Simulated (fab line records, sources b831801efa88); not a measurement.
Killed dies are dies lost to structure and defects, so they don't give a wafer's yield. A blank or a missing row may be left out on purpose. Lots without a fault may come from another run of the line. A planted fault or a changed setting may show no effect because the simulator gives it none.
Tool commonality check | flow gf180mcu | 13 lots, 39 wafers sampled

WHY IT WAS OPENED
At GF_VT_IMPLANT_TW_MEAS_21 the reading VT_IMPLANT_2_TW is flagged on 2 of 13 lots. Wafers without a fault read 1210, standard deviation 6.7.
Rule: a lot is flagged when every wafer of it that has a number lies more than 4 standard deviations from that mean, or none has a number. The other lots count as sound.

lot  | measured     | on            | VT_IMPLANT_2_TW, wafer by wafer | flag
L501 | day 6 10:09  | film_metro-03 | 1204 1202 1202                  |
L505 | day 7 10:13  | film_metro-01 | 1222 1215 1221                  |
L506 | day 7 18:44  | film_metro-01 | 1224 1228 1218                  |
L507 | day 8 01:05  | film_metro-01 | 1206 1210 1206                  |
L508 | day 8 05:14  | film_metro-04 | 1202 1202 1208                  |
L510 | day 8 20:04  | film_metro-03 | 1203 1197 1199                  |
L513 | day 9 12:44  | film_metro-01 | 1221 1217 1218                  |
L517 | day 10 20:49 | film_metro-03 | 1072 1075 1072                  | FLAGGED
L518 | day 10 22:31 | film_metro-04 | 1080 1077 1079                  | FLAGGED
L520 | day 11 14:11 | film_metro-01 | 1210 1207 1208                  |
L521 | day 11 18:46 | film_metro-01 | 1214 1204 1210                  |
L522 | day 12 03:59 | film_metro-04 | 1217 1204 1214                  |
L524 | day 12 15:06 | film_metro-04 | 1211 1213 1209                  |
The numbers of the flagged lots are 1076 on average: -134 against the usual, or -20 standard deviations.

WHICH TOOL RAN EACH LOT
The record holds 2 process steps before the reading, out of a route of 602 steps. In each cell: the tool, then ch and the chambers that the sampled wafers went through, then the start.
lot  | flag    | GF_VT_IMPLANT_SOFTBAKE_14         | GF_VT_IMPLANT_IMPLANT_19
L501 |         | litho_track-01 ch 0, day 6 02:24  | implanter-03 ch 0, day 6 09:56
L505 |         | litho_track-03 ch 0, day 7 02:23  | implanter-02 ch 0, day 7 09:58
L506 |         | litho_track-04 ch 0, day 7 09:47  | implanter-01 ch 0, day 7 18:31
L507 |         | litho_track-04 ch 0, day 7 16:02  | implanter-03 ch 0, day 8 00:52
L508 |         | litho_track-03 ch 0, day 7 20:59  | implanter-03 ch 0, day 8 04:59
L510 |         | litho_track-04 ch 0, day 8 11:06  | implanter-01 ch 0, day 8 19:49
L513 |         | litho_track-01 ch 0, day 9 03:25  | implanter-01 ch 0, day 9 12:31
L517 | FLAGGED | litho_track-01 ch 0, day 10 11:21 | implanter-02 ch 0, day 10 20:34
L518 | FLAGGED | litho_track-01 ch 0, day 10 12:36 | implanter-02 ch 0, day 10 22:07
L520 |         | litho_track-01 ch 0, day 11 04:25 | implanter-03 ch 0, day 11 13:58
L521 |         | litho_track-01 ch 0, day 11 08:51 | implanter-01 ch 0, day 11 18:31
L522 |         | litho_track-01 ch 0, day 11 17:55 | implanter-03 ch 0, day 12 03:38
L524 |         | litho_track-01 ch 0, day 12 05:01 | implanter-03 ch 0, day 12 14:49
What these steps do:
- GF_VT_IMPLANT_SOFTBAKE_14: time 61.6 s.
- GF_VT_IMPLANT_IMPLANT_19
- GF_VT_IMPLANT_TW_MEAS_21

FLAGGED OVER TOTAL, TOOL BY TOOL (the gauges that took the reading come last)
step                      | tool           | lots run | flagged | share of the flagged lots | sound lots run after its first flagged lot
GF_VT_IMPLANT_SOFTBAKE_14 | litho_track-01 | 8        | 2       | all                       | 4 (L520,L521,L522,L524)
GF_VT_IMPLANT_SOFTBAKE_14 | litho_track-03 | 2        | 0       | none                      | -
GF_VT_IMPLANT_SOFTBAKE_14 | litho_track-04 | 3        | 0       | none                      | -
GF_VT_IMPLANT_IMPLANT_19  | implanter-01   | 4        | 0       | none                      | -
GF_VT_IMPLANT_IMPLANT_19  | implanter-02   | 3        | 2       | all                       | 0
GF_VT_IMPLANT_IMPLANT_19  | implanter-03   | 6        | 0       | none                      | -
GF_VT_IMPLANT_TW_MEAS_21  | film_metro-01  | 6        | 0       | none                      | -
GF_VT_IMPLANT_TW_MEAS_21  | film_metro-03  | 3        | 1       | some                      | 0
GF_VT_IMPLANT_TW_MEAS_21  | film_metro-04  | 4        | 1       | some                      | 2 (L522,L524)

WHAT THE TABLE ALLOWS
2 rows of the table ran every flagged lot: litho_track-01 at GF_VT_IMPLANT_SOFTBAKE_14, implanter-02 at GF_VT_IMPLANT_IMPLANT_19.
- litho_track-01 at GF_VT_IMPLANT_SOFTBAKE_14: 2 of its 8 lots flagged. Sound lots ran on it after the first flagged one (L520, L521, L522, L524), which a lasting fault on the whole tool wouldn't allow.
- implanter-02 at GF_VT_IMPLANT_IMPLANT_19: 2 of its 3 lots flagged. Its last sound lot is L505 (day 7 09:58), its first flagged lot L517 (day 10 20:34): a fault that began between those two fits. Its own readings lie more than 4 standard deviations out on every wafer of the flagged lots: tilt_deg.
One tool is left: implanter-02 at GF_VT_IMPLANT_IMPLANT_19.

WHAT THE SIMULATOR HAD PUT IN
Process parameter drift: implanter-02, from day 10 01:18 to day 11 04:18, at GF_VT_IMPLANT_IMPLANT_19. Setting tilt_deg, moved by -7, from 7. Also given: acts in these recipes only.
Lots struck among those shown: L517, L518. The rule above found the same.
